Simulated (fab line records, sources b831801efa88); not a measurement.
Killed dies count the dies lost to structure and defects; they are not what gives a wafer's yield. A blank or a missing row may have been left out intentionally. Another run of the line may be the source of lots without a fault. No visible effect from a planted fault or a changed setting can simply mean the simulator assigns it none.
Chamber matching + flow sky130 + SKY_VIA4_CMP_02 on cmp-01: 4 sister chambers
The step polishes SiO2. 8 wafers are shown with their chamber, then 12 later ones without.

## WAFERS, EACH WITH ITS CHAMBER
| wafer  | chamber | motor_current_A (A) |
|--------|---------|---------------------|
| L090.4 | 3       | 9.5                 |
| L090.5 | 0       | 12.8                |
| L091.2 | 2       | 12.9                |
| L091.4 | 1       | 10.9                |
| L091.6 | 0       | 12.9                |
| L092.1 | 3       | 9.7                 |
| L092.2 | 2       | 12.2                |
| L092.4 | 1       | 12.2                |

## WAFERS WITH NO CHAMBER GIVEN
| wafer  | motor_current_A (A) |
|--------|---------------------|
| L094.2 | 10.7                |
| L094.3 | 12.7                |
| L094.5 | 11.3                |
| L093.1 | 13.7                |
| L093.2 | 12.0                |
| L093.6 | 12.7                |
| L096.1 | 13.4                |
| L096.5 | 12.6                |
| L096.6 | 9.9                 |
| L097.2 | 12.9                |
| L097.3 | 11.1                |
| L097.4 | 9.1                 |

## THE CHAMBER EACH PASSED THROUGH
| wafer  | from the rows above          | in truth |
|--------|------------------------------|----------|
| L094.2 | can't be placed: 1 or 3 or 2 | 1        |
| L094.3 | can't be placed: 2 or 0 or 1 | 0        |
| L094.5 | can't be placed: 1 or 2      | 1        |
| L093.1 | can't be placed: 0 or 2      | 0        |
| L093.2 | can't be placed: 1 or 2 or 0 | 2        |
| L093.6 | can't be placed: 2 or 0 or 1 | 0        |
| L096.1 | can't be placed: 0 or 2      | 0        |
| L096.5 | can't be placed: 2 or 0 or 1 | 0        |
| L096.6 | 3                            | 3        |
| L097.2 | can't be placed: 0 or 2      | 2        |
| L097.3 | can't be placed: 1 or 2 or 3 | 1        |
| L097.4 | 3                            | 3        |
Placed correctly: 2 of 12. From these rows, 10 cannot be placed; in 10 the true chamber is one of the candidates. Wrongly placed: 0.
How it was worked out, from the rows above alone: a wafer's distance from a chamber is the root of the sum, over the readings, of the square of ((its reading less the chamber's mean) divided by the reading's scatter). The wafer belongs to the nearest chamber; if the next one is less than 2 further off, it can't be placed. For every chamber, the mean is computed from those of its wafers that are shown. How the scatter is found: for the shown wafers, subtract from each reading the mean of its chamber, square and add these, divide the total by (wafers less chambers), then take the root.
